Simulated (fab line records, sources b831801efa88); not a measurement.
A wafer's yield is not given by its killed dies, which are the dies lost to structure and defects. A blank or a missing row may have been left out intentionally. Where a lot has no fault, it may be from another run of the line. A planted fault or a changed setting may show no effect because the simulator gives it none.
A sampling plan put to the test	flow gf180mcu	17 faults told of in these records, all on one fab line, each judged by the records of the lots it struck
The plan is the line's own looks: the steps of the route at which a gauge or an inspection reads the wafer and doesn't change it. A look is open to judgement when struck wafers have a number at it and the file gives its usual mean and standard deviation on fault-free wafers. Caught: 4 or more of those standard deviations (sigma) separate the usual mean from the mean of the struck wafers at a look after the fault's first step. On the tool: the test repeated on the tool's own readings taken at the fault's steps. Another recipe on the struck wafers, or a record that is blank for them alone, also counts as caught.

THE FAULTS, as the simulator had put them in
1. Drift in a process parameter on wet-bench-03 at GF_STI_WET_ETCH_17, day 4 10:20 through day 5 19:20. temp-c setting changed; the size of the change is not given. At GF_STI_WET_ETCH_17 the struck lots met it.
2. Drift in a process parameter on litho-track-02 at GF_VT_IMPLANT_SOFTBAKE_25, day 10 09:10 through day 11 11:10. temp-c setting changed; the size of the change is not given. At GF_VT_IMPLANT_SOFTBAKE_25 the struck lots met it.
3. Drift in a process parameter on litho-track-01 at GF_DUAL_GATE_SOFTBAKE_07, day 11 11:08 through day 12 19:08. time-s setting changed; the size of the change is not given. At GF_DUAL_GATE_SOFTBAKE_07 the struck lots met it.
4. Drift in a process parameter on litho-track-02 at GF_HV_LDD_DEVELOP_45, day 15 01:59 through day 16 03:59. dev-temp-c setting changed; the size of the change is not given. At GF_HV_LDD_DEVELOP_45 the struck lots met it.
5. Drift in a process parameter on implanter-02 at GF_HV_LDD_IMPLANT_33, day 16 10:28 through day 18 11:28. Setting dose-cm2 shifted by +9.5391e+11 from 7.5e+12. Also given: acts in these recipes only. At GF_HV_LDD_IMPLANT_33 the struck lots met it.
6. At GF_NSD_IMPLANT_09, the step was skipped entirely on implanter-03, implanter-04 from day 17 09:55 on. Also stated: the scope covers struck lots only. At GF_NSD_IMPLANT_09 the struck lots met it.
7. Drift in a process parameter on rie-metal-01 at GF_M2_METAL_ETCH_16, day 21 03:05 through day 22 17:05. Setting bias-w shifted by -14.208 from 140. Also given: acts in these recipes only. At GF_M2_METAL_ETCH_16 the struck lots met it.
8. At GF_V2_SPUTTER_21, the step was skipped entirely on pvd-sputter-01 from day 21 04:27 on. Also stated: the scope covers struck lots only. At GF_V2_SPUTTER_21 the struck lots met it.
9. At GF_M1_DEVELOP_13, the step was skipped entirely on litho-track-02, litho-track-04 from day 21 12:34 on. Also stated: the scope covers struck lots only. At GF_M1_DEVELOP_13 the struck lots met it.
10. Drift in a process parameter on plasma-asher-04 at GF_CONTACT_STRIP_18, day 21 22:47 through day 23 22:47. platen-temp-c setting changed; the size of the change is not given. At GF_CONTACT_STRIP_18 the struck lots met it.
11. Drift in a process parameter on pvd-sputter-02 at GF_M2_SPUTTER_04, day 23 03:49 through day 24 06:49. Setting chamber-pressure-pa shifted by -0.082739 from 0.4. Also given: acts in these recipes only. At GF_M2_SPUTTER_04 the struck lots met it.
12. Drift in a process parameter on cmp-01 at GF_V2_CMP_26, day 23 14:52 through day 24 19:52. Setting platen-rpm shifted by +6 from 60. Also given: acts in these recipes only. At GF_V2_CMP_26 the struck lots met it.
13. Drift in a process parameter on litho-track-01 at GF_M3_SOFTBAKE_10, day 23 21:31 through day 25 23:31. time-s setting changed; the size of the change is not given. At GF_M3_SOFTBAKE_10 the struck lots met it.
14. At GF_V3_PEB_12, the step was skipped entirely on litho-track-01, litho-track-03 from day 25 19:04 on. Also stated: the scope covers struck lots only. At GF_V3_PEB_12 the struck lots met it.
15. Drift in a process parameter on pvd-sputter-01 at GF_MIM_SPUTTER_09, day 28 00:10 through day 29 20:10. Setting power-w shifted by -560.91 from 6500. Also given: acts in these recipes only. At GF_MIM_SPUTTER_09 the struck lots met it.
16. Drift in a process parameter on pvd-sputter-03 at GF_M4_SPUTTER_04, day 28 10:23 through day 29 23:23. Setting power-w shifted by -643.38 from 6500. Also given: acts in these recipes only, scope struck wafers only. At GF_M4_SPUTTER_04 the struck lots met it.
17. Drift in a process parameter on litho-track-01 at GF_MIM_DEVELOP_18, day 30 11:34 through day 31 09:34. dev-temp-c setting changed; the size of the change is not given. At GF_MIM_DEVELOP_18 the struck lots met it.

WHAT THE PLAN SAW
fault	on the tool itself	first look that catches it	reading, sigma	median hours from its first step to that look	hours from the fault's start to the first struck lot there	judged looks passed uncaught
1	temp-c -28 sigma	not the one look that can be judged after it	-	-	-	1
2	heater-power-total-W +99 or beyond sigma	not the one look that can be judged after it	-	-	-	1
3	run-length-s +21 sigma	no look after it can be judged	-	-	-	0
4	developer-temp-C +8.0 sigma	not the one look that can be judged after it	-	-	-	1
5	dose-ions-cm2 +99 or beyond sigma	not the one look that can be judged after it	-	-	-	1
6	the tool's record is blank for the struck wafers	GF_NSD_TW_MEAS_12	NSD_TW -48	0.4	6	0
7	bias-w -38 sigma	no look after it can be judged	-	-	-	0
8	the tool's record is blank for the struck wafers	no look after it can be judged	-	-	-	0
9	the tool's record is blank for the struck wafers	no look after it can be judged	-	-	-	0
10	platen-temp-c -48 sigma	no look after it can be judged	-	-	-	0
11	chamber-pressure-pa -96 sigma	no look after it can be judged	-	-	-	0
12	platen-rpm +99 or beyond sigma	not the one look that can be judged after it	-	-	-	1
13	heater-power-total-W +26 sigma	not the one look that can be judged after it	-	-	-	1
14	the tool's record is blank for the struck wafers	no look after it can be judged	-	-	-	0
15	cathode-dc-power-W -99 or beyond sigma	no look after it can be judged	-	-	-	0
16	cathode-dc-power-W -99 or beyond sigma	no look after it can be judged	-	-	-	0
17	developer-temp-C +8.2 sigma	no look after it can be judged	-	-	-	0
A dash: the fault is not caught, or the number is missing from these records.

Caught at a look: 1 of 17. Caught on the tool: 17 of 17. By one or the other: 17 of 17.
Faults 1, 2, 3, 4, 5, 7, 8, 9, 10, 11, 12, 13, 14, 15, 16, 17 were caught on the tool alone.

THINNER SAMPLING
In the worst case, this is how late the first struck lot would be measured if the look that catches a fault measured only every second or every third lot, by lot number:
fault	struck lots at that look, in order of time	every lot	every second lot	every third lot
6	L148, L149	6 h	19 h	may miss all 2
Hours are from the fault's start to the first struck lot that is measured. Since the struck wafers were tested as one group against 4 sigma, a single lot by itself may lie under the limit. Other struck lots may not be in these records.

THE LONGEST TIMED WAY FROM STEP TO LOOK
For fault 6, GF_NSD_IMPLANT_09 and GF_NSD_TW_MEAS_12 are separated by a median of 0.4 hours. No look between them can be judged.
